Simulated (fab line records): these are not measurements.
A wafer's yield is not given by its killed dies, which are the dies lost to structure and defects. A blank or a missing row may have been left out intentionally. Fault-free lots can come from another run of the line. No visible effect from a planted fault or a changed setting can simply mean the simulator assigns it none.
A struck lot beside a sound one    flow sky130    16 steps out of a route of 708
Sound: wafers L191.1, L191.3, L191.5. Struck: wafers L202.2, L202.3, L202.4. Last of all comes the cause.
At each step with rows: each side's tool, then ch and its chambers, then its first start. Under that, the readings that differ: sound wafers    struck wafers    difference of the means    sigmas: that difference in standard deviations of wafers without a fault.
alike: readings whose means differ by less than 2 such deviations, and words and numbers that are the same on both sides. not compared: withheld readings, readings that some wafer has no value for, bounds like >300 that may hide the same value, and numbers for which the record gives no deviation and whose values overlap.
Wherever a step has rows on one side only, a row that says differs or no value, or a row with sigmas, the two part there. Numbers that don't overlap but have no deviation are shown without sigmas and don't part them. Lack of a reading on every wafer of one side parts them only where that side has two or more wafers.

SKY_CONTACT_BOW_MEAS_05:
  sound: filmMetro-03 at day 31 04:38; struck: filmMetro-02 at day 34 16:47
  alike: CONTACT_BOW
then, 8 steps without rows for these wafers: SKY_CONTACT_DEHYDRATE_06 (time 60 s); SKY_CONTACT_HMDS_07 (prime time 60 s); SKY_CONTACT_COAT_08 (resist thk 60 nm); SKY_CONTACT_COAT_09 (resist thk 450 nm); SKY_CONTACT_SOFTBAKE_10 (time 90 s); SKY_CONTACT_EXPOSE_11 (exposes mask CTM1, target cd 170 nm); SKY_CONTACT_PEB_12; SKY_CONTACT_DEVELOP_13 (develop time 60 s).
SKY_CONTACT_CD_MEAS_14: target cd 170 nm.
  sound: cdSem-02 at day 32 08:29; struck: cdSem-01 at day 35 19:32
reading    sound              struck             difference  sigmas
cdNm (nm)  170.3 169.5 168.6  173.2 173.4 172.8  +3.7        +2
SKY_CONTACT_OVL_MEAS_15:
  sound: overlay-02 at day 32 08:36; struck: overlay-02 at day 35 19:38
  alike: CONTACT_OVL
SKY_CONTACT_ETCH_16: etches BARC in N2/H2, stops on SiO2, time 45.9 s, target depth 60 nm.
  sound on rieDiel-01 ch 1,3, day 32 08:38; struck on rieDiel-01 ch 0,2,3, day 35 19:40
  alike: biasW, drypumpMotorCurrentA, oesProductAu, throttleValvePct
  not compared: rfHoursCounterH
SKY_CONTACT_ETCH_17: etches SiO2 in C4F8/O2/Ar, stops on Si3N4, target depth 340 nm.
  sound on rieDiel-01 ch 1,3, day 32 08:41; struck on rieDiel-01 ch 0,2,3, day 35 19:42
reading                                   sound              struck             difference  sigmas
biasW (W)                                 1201 1196 1197     1313 1312 1311     +114        +34
oesProductAu (a.u.)                       0.891 0.893 0.883  0.903 0.895 0.899  +0.010      +2
model.Si3N4_of_CONTACT_CVD_00.thkNm (nm)  74.2 74.44 75.84   72.92 72.37 73.41  -1.93       
model.CONTACT.featureDepthNm (nm)         340 341.5 340.7    343 342.6 342.4    +2          
SKY_CONTACT_ETCH_18: etches Si3N4 in CHF3/O2, stops on TiN, time 39 s, target depth 75 nm.
  sound: rieDiel-01 ch 1,3; struck: rieDiel-01 ch 0,2,3
reading                  sound             struck             difference  sigmas
model.etch.depthNm (nm)  74.2 74.44 75.84  72.92 72.37 73.41  -1.93       
  alike: O2_flow_sccm, biasW, drypumpMotorCurrentA, oesProductAu, throttleValvePct
  not compared: rfHoursCounterH
SKY_CONTACT_STRIP_19: strips in O2/N2.
  sound on plasmaAsher-04 ch 0,1, day 32 08:46; struck on plasmaAsher-03 ch 0,1, day 35 19:47
  alike: drypumpMotorCurrentA, oesProductAu, stripTimeToEndpointS
  not compared: rfHoursCounterH
SKY_PAD_OPEN_PROBE_99:
  sound wafers here have rows in the record (prober-01, day 46 10:41); struck ones have none

WHERE THEY PART
First at SKY_CONTACT_CD_MEAS_14; last, within this record, at SKY_PAD_OPEN_PROBE_99.

WHY: whatever the simulator had introduced
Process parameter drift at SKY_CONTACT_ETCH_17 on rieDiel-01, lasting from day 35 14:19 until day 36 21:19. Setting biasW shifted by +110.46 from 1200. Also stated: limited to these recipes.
